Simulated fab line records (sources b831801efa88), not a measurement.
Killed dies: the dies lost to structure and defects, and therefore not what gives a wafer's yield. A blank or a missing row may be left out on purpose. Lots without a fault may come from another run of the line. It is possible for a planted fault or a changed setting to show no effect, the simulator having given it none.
Which tool was responsible?    flow gf180mcu    6 lots, 18 wafers sampled, at 4 steps of a route of 602

== WHAT THE GAUGES SHOWED, per wafer ==
GF_V5_RS_MEAS_24: measures by four-point-probe.
lot   measured      on             V5_W_RS (ohm/sq)
L112  day 28 08:37  film metro-01  0.327 0.320 0.318
L114  day 28 20:25  film metro-02  0.321 0.327 0.328
L117  day 29 19:17  film metro-04  0.331 0.332 0.334
L120  day 30 01:12  film metro-02  0.330 0.328 0.332
L122  day 30 18:27  film metro-02  0.324 0.327 0.326
L132  day 33 08:32  film metro-01  0.334 0.327 0.329

== EACH LOT AND THE TOOL THAT RAN IT (in order: tool; ch and the chambers of the sampled wafers; start) ==
lot   GF_M3_SPUTTER_03              GF_M3_SPUTTER_04              GF_MIM_SPUTTER_09
L112  pvd sputter-04, day 21 14:10  pvd sputter-04, day 21 14:11  pvd sputter-01, day 25 14:58
L114  pvd sputter-01, day 22 04:33  pvd sputter-01, day 22 04:34  pvd sputter-02, day 26 03:54
L117  pvd sputter-01, day 23 06:35  pvd sputter-01, day 23 06:37  pvd sputter-04, day 27 04:21
L120  pvd sputter-01, day 23 16:40  pvd sputter-01, day 23 16:41  pvd sputter-04, day 27 12:19
L122  pvd sputter-01, day 24 11:05  pvd sputter-01, day 24 11:06  pvd sputter-04, day 28 06:37
L132  pvd sputter-04, day 27 16:13  pvd sputter-04, day 27 16:15  pvd sputter-02, day 31 03:06
- GF_M3_SPUTTER_03: material Ti, target thk 10 nm, time 6.7 s.
- GF_M3_SPUTTER_04: material TiN, target thk 50 nm, time 41.7 s.
- GF_MIM_SPUTTER_09: material TiN, target thk 35 nm, time 29.2 s.

== THE ANSWER, worked out from the rows above alone ==
Rule: what is usual is taken from the lots themselves. Put in order of their means at a reading, lots are off if they are a third of the lots or fewer, leave a main group of 4 or more, and stand apart from it by a gap of 3 or more times the standard deviation of the main group's means; of several such gaps the widest counts. A main group is skipped when, at the precision printed for the reading in the tables above, its means are all equal. Also off: a lot with no number at a reading for which 4 or more lots have one. Where the step has rows for the other lots, those lots are counted as sound.
No lot is off on any of the readings shown, so nothing can be concluded from this.

== WHAT WAS PUT IN BY THE SIMULATOR ==
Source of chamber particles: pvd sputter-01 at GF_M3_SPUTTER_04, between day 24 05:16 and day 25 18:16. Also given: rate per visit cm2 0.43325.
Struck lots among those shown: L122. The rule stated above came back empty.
